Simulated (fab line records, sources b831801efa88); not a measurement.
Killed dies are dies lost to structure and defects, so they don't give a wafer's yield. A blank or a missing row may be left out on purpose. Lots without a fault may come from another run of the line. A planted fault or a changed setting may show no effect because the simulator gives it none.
Which tool did it? | flow sfq_line | 15 lots, 44 wafers sampled, at 7 steps of a route of 325

WHAT THE GAUGES READ, wafer by wafer
SFQ_L0_RS_MEAS_901: measures by four-point-probe. Usual: L0_MONX_KI_RS 43.6 ohm/sq, standard deviation 0.52.
lot  | measured    | on            | L0_MONX_KI_RS (ohm/sq)        | flag
L761 | day 1 12:34 | film_metro-03 | 44.5 44.1 44.2                |
L762 | day 1 17:34 | film_metro-03 | 43.3 43.7 43.3                |
L763 | day 1 22:35 | film_metro-01 | 44.4 44.2 43.9                |
L767 | day 2 18:36 | film_metro-03 | 43.2 43.0 43.1                |
L771 | day 3 14:34 | film_metro-04 | 66.1 42.6 43.4 66.2 42.6 43.3 | OFF
L772 | day 3 19:38 | film_metro-04 | 65.6 43.3 65.7 43.4           | OFF
L775 | day 4 10:35 | film_metro-03 | 43.0 42.9 65.2 43.0 42.9 65.2 | OFF
L776 | day 4 15:35 | film_metro-04 | 43.3 43.7 43.3                |
L777 | day 4 20:34 | film_metro-01 | 43.0 43.3 43.1                |
L779 | day 5 06:34 | film_metro-03 | 43.8 43.8 44.2                |
L780 | day 5 11:34 | film_metro-03 | 43.8 44.2 43.7                |
L781 | day 5 16:34 | film_metro-04 | 43.7 43.7 43.4                |
L782 | day 5 21:34 | film_metro-04 | 44.0 43.9 44.0                |
L783 | day 6 02:35 | film_metro-03 | 43.1 43.3 43.4                |
L784 | day 6 07:35 | film_metro-03 | 43.3 43.7 43.7                |

SFQ_L0_THK_MEAS_902: measures by xrf. Usual: L0_MONX_KI_THK 38.7 nm, standard deviation 0.53.
lot  | measured    | on            | L0_MONX_KI_THK (nm)           | flag
L761 | day 1 12:41 | film_metro-03 | 37.8 37.9 38.3                |
L762 | day 1 17:41 | film_metro-03 | 38.8 38.7 38.8                |
L763 | day 1 22:41 | film_metro-01 | 38.0 38.2 38.3                |
L767 | day 2 18:42 | film_metro-03 | 39.0 39.2 39.2                |
L771 | day 3 17:25 | film_metro-04 | 25.4 39.3 38.9 25.5 39.7 39.0 | OFF
L772 | day 4 01:17 | film_metro-04 | 25.5 38.9 25.6 38.7           | OFF
L775 | day 4 13:59 | film_metro-03 | 39.3 39.4 25.8 39.3 39.5 26.1 | OFF
L776 | day 4 15:41 | film_metro-04 | 38.7 38.3 38.7                |
L777 | day 4 20:41 | film_metro-01 | 39.5 39.1 39.2                |
L779 | day 5 06:41 | film_metro-03 | 38.7 38.7 38.7                |
L780 | day 5 11:41 | film_metro-03 | 38.8 38.4 39.4                |
L781 | day 5 16:41 | film_metro-04 | 38.0 38.0 38.6                |
L782 | day 5 21:41 | film_metro-04 | 38.1 38.1 37.9                |
L783 | day 6 02:41 | film_metro-03 | 39.1 39.2 39.4                |
L784 | day 6 07:41 | film_metro-03 | 39.4 38.8 39.0                |

SFQ_R5_OVL_MEAS_935. Usual: R5_OVL -2 nm, standard deviation 4.7.
lot  | measured     | on         | R5_OVL (nm) | flag
L761 | day 59 07:26 | overlay-01 | 0 -9 0      |
L762 | day 59 09:50 | overlay-01 | -5 -2 -2    |
L763 | day 59 12:15 | overlay-01 | -5 -1 -2    |
L767 | day 60 17:44 | overlay-02 | -1 -5 -3    |
L771 | day 61 06:55 | overlay-02 | -11 -10 -4  |
L772 | day 61 11:11 | overlay-02 | -1 -4       |
L775 | day 68 06:10 | overlay-01 | 2 4 -2      |
L776 | day 68 07:22 | overlay-01 | -6 -1 -4    |
L777 | day 68 08:33 | overlay-01 | -7 0 -2     |
L779 | day 68 15:45 | overlay-01 | -3 -5 -9    |
L780 | day 68 16:57 | overlay-01 | -8 -6 1     |
L781 | day 70 04:58 | overlay-01 | -6 1 -2     |
L782 | day 70 10:58 | overlay-01 | 4 -1 9      |
L783 | day 70 13:22 | overlay-01 | 7 8 5       |
L784 | day 70 22:37 | overlay-02 | 4 4 -4      |

WHICH TOOL RAN EACH LOT (tool, then ch and the chambers of the sampled wafers, then the start)
lot  | SFQ_TRILAYER_L0_DEP_SPUTTER_003 | SFQ_TRILAYER_L0_ETCH_METAL_ETCH_008 | SFQ_TRILAYER_M4_STRIP_STRIP_097   | SFQ_TRILAYER_I4_DEP_PECVD_099
L761 | pvd_sputter-06, day 1 12:29     | rie_metal-04 ch 1, day 2 02:32      | rie_metal-04 ch 0, day 40 05:53   | pecvd-02 ch 0,1, day 40 07:16
L762 | pvd_sputter-05, day 1 17:29     | rie_metal-02 ch 0,1, day 2 06:05    | rie_metal-03 ch 0,1, day 40 06:54 | pecvd-01 ch 0,1,2, day 40 07:40
L763 | pvd_sputter-05, day 1 22:29     | rie_metal-02 ch 0,1, day 2 10:53    | rie_metal-02 ch 0,1, day 40 08:06 | pecvd-02 ch 0,1,2, day 40 08:52
L767 | pvd_sputter-04, day 2 18:29     | rie_metal-04 ch 0,1, day 3 08:29    | rie_metal-04 ch 0,1, day 42 11:15 | pecvd-04 ch 1,2, day 42 11:52
L771 | pvd_sputter-04, day 3 14:29     | rie_metal-01 ch 0,1, day 4 02:29    | rie_metal-04 ch 0,1, day 42 21:38 | pecvd-01 ch 0,2, day 42 22:25
L772 | pvd_sputter-04, day 3 19:32     | rie_metal-04 ch 0,1, day 4 11:20    | rie_metal-03 ch 0,1, day 42 23:14 | pecvd-04 ch 1,2, day 42 23:40
L775 | pvd_sputter-04, day 4 10:29     | rie_metal-01 ch 0,1, day 5 02:54    | rie_metal-04 ch 0,1, day 51 18:09 | pecvd-02 ch 0,2, day 51 18:56
L776 | pvd_sputter-06, day 4 15:29     | rie_metal-01 ch 0,1, day 5 08:54    | rie_metal-04 ch 0,1, day 52 01:25 | pecvd-02 ch 0,1, day 52 02:11
L777 | pvd_sputter-06, day 4 20:29     | rie_metal-02 ch 0,1, day 5 12:30    | rie_metal-03 ch 0,1, day 52 11:07 | pecvd-04 ch 0,2, day 52 11:53
L779 | pvd_sputter-05, day 5 06:29     | rie_metal-01 ch 0,1, day 5 23:18    | rie_metal-04 ch 0,1, day 55 01:52 | pecvd-02 ch 0,1,2, day 55 02:38
L780 | pvd_sputter-05, day 5 11:29     | rie_metal-02 ch 0,1, day 6 01:42    | rie_metal-03 ch 1, day 55 23:39   | pecvd-02 ch 0,1, day 56 01:01
L781 | pvd_sputter-05, day 5 16:29     | rie_metal-01 ch 0,1, day 6 07:42    | rie_metal-02 ch 0, day 56 11:39   | pecvd-01 ch 0,2, day 56 13:01
L782 | pvd_sputter-06, day 5 21:29     | rie_metal-02 ch 0,1, day 6 19:45    | rie_metal-02 ch 0, day 56 15:15   | pecvd-01 ch 0,2, day 56 16:48
L783 | pvd_sputter-06, day 6 02:29     | rie_metal-04 ch 0, day 6 23:21      | rie_metal-04 ch 0,1, day 56 16:16 | pecvd-04 ch 0,2, day 56 17:02
L784 | pvd_sputter-05, day 6 07:29     | rie_metal-01 ch 0,1, day 7 07:45    | rie_metal-04 ch 0,1, day 56 18:40 | pecvd-02 ch 1,2, day 56 19:37
- SFQ_TRILAYER_L0_DEP_SPUTTER_003: material MoNx KI, target thk 40 nm, time 100 s.
- SFQ_TRILAYER_L0_ETCH_METAL_ETCH_008: etches MoNx KI in SF6/O2, stops on SiO2, target depth 50 nm, time 25 s.
- SFQ_TRILAYER_M4_STRIP_STRIP_097: strips in O2.
- SFQ_TRILAYER_I4_DEP_PECVD_099: deposits SiO2 from SiH4/N2O, time 111.11 s, target thk 500 nm.

WHAT THE TOOLS THEMSELVES READ (means of the sampled wafers that have a number; where no wafer has one, the mark that the record gives instead)
SFQ_TRILAYER_L0_DEP_SPUTTER_003. Usual: throttle_valve_pct 30.1 %, standard deviation 0.91.
lot  | tool           | throttle_valve_pct (%) | flag
L761 | pvd_sputter-06 | 29.7                   |
L762 | pvd_sputter-05 | 30.1                   |
L763 | pvd_sputter-05 | 29.5                   |
L767 | pvd_sputter-04 | 30.7                   |
L771 | pvd_sputter-04 | 30.1                   |
L772 | pvd_sputter-04 | 30.0                   |
L775 | pvd_sputter-04 | 30.7                   |
L776 | pvd_sputter-06 | 30.6                   |
L777 | pvd_sputter-06 | 29.8                   |
L779 | pvd_sputter-05 | 29.6                   |
L780 | pvd_sputter-05 | 29.7                   |
L781 | pvd_sputter-05 | 29.4                   |
L782 | pvd_sputter-06 | 29.0                   |
L783 | pvd_sputter-06 | 30.3                   |
L784 | pvd_sputter-05 | 30.4                   |

SFQ_TRILAYER_L0_ETCH_METAL_ETCH_008. Usual: drypump_motor_current_A 5.7 A, standard deviation 0.49; oes_product_au 0.872 a.u., standard deviation 0.0077.
lot  | tool         | drypump_motor_current_A (A) | oes_product_au (a.u.) | flag
L761 | rie_metal-04 | 5.0                         | 0.860                 |
L762 | rie_metal-02 | 5.9                         | 0.876                 |
L763 | rie_metal-02 | 5.9                         | 0.865                 |
L767 | rie_metal-04 | 5.2                         | 0.886                 |
L771 | rie_metal-01 | 5.9                         | 0.820                 | OFF
L772 | rie_metal-04 | 5.1                         | 0.791                 | OFF
L775 | rie_metal-01 | 5.9                         | 0.824                 | OFF
L776 | rie_metal-01 | 5.9                         | 0.875                 |
L777 | rie_metal-02 | 5.9                         | 0.875                 |
L779 | rie_metal-01 | 5.9                         | 0.869                 |
L780 | rie_metal-02 | 6.2                         | 0.869                 |
L781 | rie_metal-01 | 5.9                         | 0.870                 |
L782 | rie_metal-02 | 6.1                         | 0.863                 |
L783 | rie_metal-04 | 5.3                         | 0.875                 |
L784 | rie_metal-01 | 5.7                         | 0.873                 |

SFQ_TRILAYER_M4_STRIP_STRIP_097. Usual: drypump_motor_current_A 5.4 A, standard deviation 0.54; oes_product_au 1.003 a.u., standard deviation 0.0073.
lot  | tool         | drypump_motor_current_A (A) | oes_product_au (a.u.) | flag
L761 | rie_metal-04 | 5.2                         | 1.008                 |
L762 | rie_metal-03 | 5.6                         | 1.004                 |
L763 | rie_metal-02 | 6.2                         | 1.001                 |
L767 | rie_metal-04 | 5.1                         | 1.000                 |
L771 | rie_metal-04 | 5.1                         | 1.001                 |
L772 | rie_metal-03 | 5.5                         | 0.994                 |
L775 | rie_metal-04 | 5.2                         | 1.013                 |
L776 | rie_metal-04 | 5.2                         | 1.005                 |
L777 | rie_metal-03 | 5.6                         | 0.999                 |
L779 | rie_metal-04 | 5.2                         | 1.011                 |
L780 | rie_metal-03 | 5.0                         | 1.000                 |
L781 | rie_metal-02 | 6.5                         | 0.995                 |
L782 | rie_metal-02 | 6.4                         | 1.000                 |
L783 | rie_metal-04 | 5.2                         | 1.008                 |
L784 | rie_metal-04 | 5.1                         | 1.002                 |

SFQ_TRILAYER_I4_DEP_PECVD_099. Usual: heater_power_w 88 W, standard deviation 18; susceptor_temp_C 150.01 C, standard deviation 0.15; throttle_valve_pct 24.8 %, standard deviation 1.5.
lot  | tool     | heater_power_w (W) | susceptor_temp_C (C) | throttle_valve_pct (%) | flag
L761 | pecvd-02 | 94                 | 150.09               | 24.1                   |
L762 | pecvd-01 | 78                 | 149.99               | 26.8                   |
L763 | pecvd-02 | 94                 | 149.99               | 24.0                   |
L767 | pecvd-04 | 100                | 150.07               | 22.9                   |
L771 | pecvd-01 | 77                 | 150.03               | 26.3                   |
L772 | pecvd-04 | 98                 | 150.10               | 23.2                   |
L775 | pecvd-02 | 89                 | 150.14               | 24.6                   |
L776 | pecvd-02 | 98                 | 150.11               | 25.2                   |
L777 | pecvd-04 | 97                 | 150.05               | 24.1                   |
L779 | pecvd-02 | 92                 | 150.02               | 25.3                   |
L780 | pecvd-02 | 102                | 150.01               | 25.8                   |
L781 | pecvd-01 | 79                 | 149.98               | 22.5                   |
L782 | pecvd-01 | 82                 | 149.99               | 22.5                   |
L783 | pecvd-04 | 94                 | 150.18               | 24.3                   |
L784 | pecvd-02 | 87                 | 149.84               | 24.9                   |

THE ANSWER, worked out from the rows above alone
Rule: a lot is off if the mean of its wafers that have a number lies more than 3 standard deviations from the usual mean. A lot without any number at a reading at which 4 lots or more have one is off too. The other lots that the step has rows for count as sound. The gauges are gone through in route order, then the tools' own readings, and for those a lot's mean is taken as printed above. The first step at which some lot is off is used, and at that step the reading that is off furthest; a lot without a number counts as furthest.
Off: L771, L772, L775, at SFQ_L0_RS_MEAS_901 (L0_MONX_KI_RS).
A tool fits if, at a process step before that reading, it ran every lot that is off, and no sound lot after the first of them. The gauges at SFQ_L0_RS_MEAS_901 aren't tried: what is off there is off at SFQ_TRILAYER_L0_ETCH_METAL_ETCH_008 too, on other tools, and a gauge's error can't cause that. One fits: pvd_sputter-04 at SFQ_TRILAYER_L0_DEP_SPUTTER_003. Its last sound lot is L767 (day 2 18:29), its first lot that is off L771 (day 3 14:29): a fault that began between those two fits.

WHAT THE SIMULATOR HAD PUT IN
Process parameter drift: pvd_sputter-04, from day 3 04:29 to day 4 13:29, at SFQ_TRILAYER_L0_DEP_SPUTTER_003. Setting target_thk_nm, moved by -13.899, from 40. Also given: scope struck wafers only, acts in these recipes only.
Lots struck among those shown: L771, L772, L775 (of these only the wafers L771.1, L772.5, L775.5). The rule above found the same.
